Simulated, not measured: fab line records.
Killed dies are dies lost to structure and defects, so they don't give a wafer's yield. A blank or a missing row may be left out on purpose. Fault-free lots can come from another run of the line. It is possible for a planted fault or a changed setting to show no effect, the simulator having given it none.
Matching of chambers :: flow gf180mcu :: GF_V1_CMP_26 on cmp-01 has 4 sister chambers
The step polishes, stops on SiO2, t overpolish 15 s, target thk 0 nm. 4 wafers are shown with their chamber, then 7 later ones without.

EACH WAFER AND ITS CHAMBER
wafer: L383.4
chamber: 1
motor current A (A): 12.7

wafer: L384.4
chamber: 3
motor current A (A): 10.9

wafer: L394.1
chamber: 2
motor current A (A): 10.7

wafer: L394.4
chamber: 0
motor current A (A): 13.0

WAFERS MISSING THEIR CHAMBER
wafer: L394.5
motor current A (A): 10.4

wafer: L395.2
motor current A (A): 11.2

wafer: L395.3
motor current A (A): 12.8

wafer: L395.6
motor current A (A): 13.6

wafer: L396.1
motor current A (A): 10.8

wafer: L396.5
motor current A (A): 12.8

wafer: L396.6
motor current A (A): 12.7

WHICH CHAMBER EACH WENT THROUGH
wafer: L394.5
from the rows above: can't be placed: 2 or 3
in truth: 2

wafer: L395.2
from the rows above: can't be placed: 3 or 2
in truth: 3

wafer: L395.3
from the rows above: can't be placed: 1 or 0
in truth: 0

wafer: L395.6
from the rows above: can't be placed: 0 or 1
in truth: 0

wafer: L396.1
from the rows above: can't be placed: 3 or 2
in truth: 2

wafer: L396.5
from the rows above: can't be placed: 1 or 0
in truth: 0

wafer: L396.6
from the rows above: can't be placed: 1 or 0
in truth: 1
Correct placement for 0 of the 7. From these rows, 7 cannot be placed; in 7 the true chamber is one of the candidates. Number placed wrongly: 0.
How it was worked out, from the rows above alone: a wafer's distance from a chamber is the root of the sum, over the readings, of the square of ((its reading less the chamber's mean) divided by the reading's scatter). The wafer belongs to the nearest chamber; if the next one is less than 2 further off, it can't be placed. The mean given for a chamber averages the wafers shown for that chamber. The scatter: with one shown wafer a chamber, the root of the mean of the squares of how far each hidden wafer lies from its nearest shown one.
